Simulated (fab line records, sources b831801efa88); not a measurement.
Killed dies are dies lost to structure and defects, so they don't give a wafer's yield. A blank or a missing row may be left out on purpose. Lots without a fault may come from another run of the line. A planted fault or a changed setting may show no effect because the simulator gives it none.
Which tool did it? | flow sky130 | 11 lots, 33 wafers sampled, at 5 steps of a route of 708

WHAT THE GAUGES READ, wafer by wafer
SKY_SONOS_ONO_THK_MEAS_05. Usual: SONOS_ONO_CVD_04_THK 5.69 nm, standard deviation 0.13.
lot  | measured     | on            | SONOS_ONO_CVD_04_THK (nm) | flag
L224 | day 11 10:17 | film_metro-02 | 5.74 5.74 5.65            |
L226 | day 12 02:49 | film_metro-02 | 5.76 5.70 5.78            |
L230 | day 13 13:47 | film_metro-02 | 5.62 5.49 5.49            |
L229 | day 13 15:02 | film_metro-02 | 5.47 5.42 5.38            |
L232 | day 14 06:57 | film_metro-03 | 5.59 5.74 5.71            |
L234 | day 14 21:20 | film_metro-03 | 5.75 5.73 5.67            |
L235 | day 15 08:02 | film_metro-02 | 5.73 5.71 5.62            |
L241 | day 17 04:25 | film_metro-02 | 5.68 5.63 5.65            |
L242 | day 17 14:23 | film_metro-01 | 5.96 5.75 5.86            |
L245 | day 18 16:35 | film_metro-01 | 5.85 5.86 5.83            |
L247 | day 19 05:13 | film_metro-01 | 5.73 5.79 5.68            |

SKY_POLY_GATE_THK_MEAS_04. Usual: POLY_GATE_CVD_03_THK 75.2 nm, standard deviation 0.75.
lot  | measured     | on            | POLY_GATE_CVD_03_THK (nm) | flag
L224 | day 14 21:22 | film_metro-01 | 75.6 75.3 75.2            |
L226 | day 15 17:19 | film_metro-02 | 76.0 75.9 75.3            |
L230 | day 17 07:26 | film_metro-04 | 74.7 74.1 73.7            |
L229 | day 17 12:01 | film_metro-02 | 75.3 75.0 74.9            |
L232 | day 18 03:31 | film_metro-04 | 73.6 74.7 74.1            |
L234 | day 18 20:53 | film_metro-04 | 74.9 74.6 75.0            |
L235 | day 19 07:17 | film_metro-02 | 73.3 74.1 73.5            |
L241 | day 21 09:31 | film_metro-04 | 75.4 75.2 75.4            |
L242 | day 21 19:39 | film_metro-04 | 76.6 76.1 75.2            |
L245 | day 22 21:01 | film_metro-01 | 76.0 76.3 75.5            |
L247 | day 23 07:38 | film_metro-02 | 75.0 75.5 74.4            |

SKY_POLY_GATE_THK_MEAS_21. Usual: POLY_GATE_OXIDATION_THK 3.97 nm, standard deviation 0.075.
lot  | measured     | on            | POLY_GATE_OXIDATION_THK (nm) | flag
L224 | day 16 05:08 | film_metro-01 | 4.00 4.02 4.08               |
L226 | day 17 00:08 | film_metro-02 | 3.99 3.95 4.10               |
L230 | day 18 15:43 | film_metro-01 | 3.74 3.90 3.81               |
L229 | day 18 20:35 | film_metro-01 | 4.04 3.94 4.01               |
L232 | day 19 11:32 | film_metro-04 | 3.95 3.97 3.93               |
L234 | day 20 08:27 | film_metro-04 | 2.70 2.74 2.71               | OFF
L235 | day 20 15:39 | film_metro-02 | 2.75 2.70 2.74               | OFF
L241 | day 22 20:51 | film_metro-04 | 3.99 3.97 3.95               |
L242 | day 23 04:25 | film_metro-04 | 3.91 3.98 3.92               |
L245 | day 24 06:11 | film_metro-02 | 4.07 4.07 4.01               |
L247 | day 24 16:26 | film_metro-01 | 3.92 4.00 3.94               |

WHICH TOOL RAN EACH LOT (tool, then ch and the chambers of the sampled wafers, then the start)
lot  | SKY_RES_PROTECT_STRIP_07             | SKY_POLY_GATE_OXIDATION_20
L224 | plasma_asher-04 ch 0,1, day 14 19:14 | furnace-02 ch 0, day 16 03:53
L226 | plasma_asher-02 ch 0,1, day 15 15:16 | furnace-01 ch 0, day 16 22:53
L230 | plasma_asher-04 ch 0,1, day 17 05:52 | furnace-01 ch 0, day 18 14:28
L229 | plasma_asher-02 ch 0,1, day 17 07:49 | furnace-02 ch 0, day 18 19:20
L232 | plasma_asher-02 ch 0,1, day 17 23:50 | furnace-01 ch 0, day 19 10:17
L234 | plasma_asher-02 ch 0,1, day 18 18:12 | furnace-01 ch 0, day 20 07:11
L235 | plasma_asher-02 ch 0,1, day 19 05:43 | furnace-01 ch 0, day 20 14:23
L241 | plasma_asher-02 ch 0,1, day 21 06:34 | furnace-02 ch 0, day 22 19:35
L242 | plasma_asher-02 ch 0,1, day 21 18:04 | furnace-02 ch 0, day 23 03:09
L245 | plasma_asher-02 ch 1, day 22 19:23   | furnace-01 ch 0, day 24 04:57
L247 | plasma_asher-04 ch 0,1, day 23 06:04 | furnace-01 ch 0, day 24 15:11
- SKY_RES_PROTECT_STRIP_07: strips in O2/N2.
- SKY_POLY_GATE_OXIDATION_20: stabilise 600 s, purge 300 s, target thk 4 nm.

WHAT THE TOOLS THEMSELVES READ (means of the sampled wafers that have a number; where no wafer has one, the mark that the record gives instead)
SKY_RES_PROTECT_STRIP_07. Usual: drypump_motor_current_A 5.8 A, standard deviation 0.63; o2_flow_sccm 3001 sccm, standard deviation 9.1; oes_product_au 0.517 a.u., standard deviation 0.0045; strip_time_to_endpoint_s 23.28 s, standard deviation 0.043.
lot  | tool            | drypump_motor_current_A (A) | o2_flow_sccm (sccm) | oes_product_au (a.u.) | strip_time_to_endpoint_s (s) | flag
L224 | plasma_asher-04 | 5.9                         | 3005                | 0.513                 | 23.35                        |
L226 | plasma_asher-02 | 6.2                         | 3002                | 0.518                 | 23.29                        |
L230 | plasma_asher-04 | 5.9                         | 3014                | 0.520                 | 23.32                        |
L229 | plasma_asher-02 | 6.2                         | 3001                | 0.515                 | 23.23                        |
L232 | plasma_asher-02 | 6.0                         | 3000                | 0.517                 | 23.28                        |
L234 | plasma_asher-02 | 6.0                         | 3008                | 0.516                 | 23.23                        |
L235 | plasma_asher-02 | 6.0                         | 2994                | 0.520                 | 23.29                        |
L241 | plasma_asher-02 | 6.0                         | 3004                | 0.520                 | 23.31                        |
L242 | plasma_asher-02 | 6.2                         | 2992                | 0.516                 | 23.27                        |
L245 | plasma_asher-02 | 6.5                         | 2996                | 0.519                 | 23.34                        |
L247 | plasma_asher-04 | 5.8                         | 3007                | 0.516                 | 23.24                        |

SKY_POLY_GATE_OXIDATION_20. Usual: spike_tc_bottom_C 867.3 C, standard deviation 2.5; spike_tc_centre_C 850.6 C, standard deviation 1.3; spike_tc_lower_C 849.9 C, standard deviation 1; spike_tc_top_C 860.7 C, standard deviation 1.1; spike_tc_upper_C 851.0 C, standard deviation 1.2; tube_center_temp_C 850 C, standard deviation 0.076; tube_center_temp_C_max 852.2, standard deviation 0.36; zone_power_bottom_pct 28.0 %, standard deviation 2.2; zone_power_lower_pct 18.07 %, standard deviation 0.2; zone_power_upper_pct 15.13 %, standard deviation 0.17.
lot  | tool       | spike_tc_bottom_C (C) | spike_tc_centre_C (C) | spike_tc_lower_C (C) | spike_tc_top_C (C) | spike_tc_upper_C (C) | tube_center_temp_C (C) | tube_center_temp_C_max | zone_power_bottom_pct (%) | zone_power_lower_pct (%) | zone_power_upper_pct (%) | flag
L224 | furnace-02 | 864.3                 | 851.4                 | 849.9                | 860.5              | 850.6                | 850                    | 852.5                  | 25.8                      | 17.95                    | 15.09                    |
L226 | furnace-01 | 869.9                 | 850.6                 | 849.7                | 860.2              | 850.3                | 850                    | 852.6                  | 29.9                      | 18.03                    | 15.10                    |
L230 | furnace-01 | 869.6                 | 850.3                 | 850.0                | 860.6              | 852.1                | 850                    | 852.2                  | 30.2                      | 18.26                    | 15.03                    |
L229 | furnace-02 | 865.4                 | 850.9                 | 850.4                | 861.4              | 849.9                | 850                    | 852.1                  | 25.7                      | 17.96                    | 15.13                    |
L232 | furnace-01 | 869.7                 | 850.4                 | 849.3                | 861.6              | 850.6                | 850                    | 852.4                  | 30.0                      | 18.09                    | 15.05                    |
L234 | furnace-01 | 843.1                 | 821.9                 | 821.3                | 832.6              | 824.0                | 822                    | 824.4                  | 28.1                      | 17.08                    | 14.08                    | OFF
L235 | furnace-01 | 842.2                 | 822.0                 | 821.3                | 833.6              | 823.7                | 822                    | 824.0                  | 28.2                      | 17.03                    | 14.04                    | OFF
L241 | furnace-02 | 864.5                 | 851.0                 | 849.2                | 861.0              | 850.9                | 850                    | 851.9                  | 25.7                      | 18.12                    | 14.96                    |
L242 | furnace-02 | 863.7                 | 851.5                 | 850.0                | 860.8              | 850.9                | 850                    | 852.0                  | 25.8                      | 17.93                    | 15.12                    |
L245 | furnace-01 | 870.1                 | 850.3                 | 850.5                | 860.7              | 851.4                | 850                    | 852.2                  | 30.2                      | 18.15                    | 15.15                    |
L247 | furnace-01 | 870.2                 | 849.5                 | 850.2                | 860.1              | 851.6                | 850                    | 852.0                  | 30.2                      | 18.14                    | 15.13                    |

THE ANSWER, worked out from the rows above alone
Rule: a lot is off if the mean of its wafers that have a number lies more than 3 standard deviations from the usual mean. A lot without any number at a reading at which 4 lots or more have one is off too. The other lots that the step has rows for count as sound. The gauges are gone through in route order, then the tools' own readings, and for those a lot's mean is taken as printed above. The first step at which some lot is off is used, and at that step the reading that is off furthest; a lot without a number counts as furthest.
Off: L234, L235, at SKY_POLY_GATE_THK_MEAS_21 (POLY_GATE_OXIDATION_THK).
A tool fits if, at a process step before that reading, it ran every lot that is off, and no sound lot after the first of them. The gauges at SKY_POLY_GATE_THK_MEAS_21 aren't tried: what is off there is off at SKY_POLY_GATE_OXIDATION_20 too, on other tools, and a gauge's error can't cause that. None of those tried fits.

WHAT THE SIMULATOR HAD PUT IN
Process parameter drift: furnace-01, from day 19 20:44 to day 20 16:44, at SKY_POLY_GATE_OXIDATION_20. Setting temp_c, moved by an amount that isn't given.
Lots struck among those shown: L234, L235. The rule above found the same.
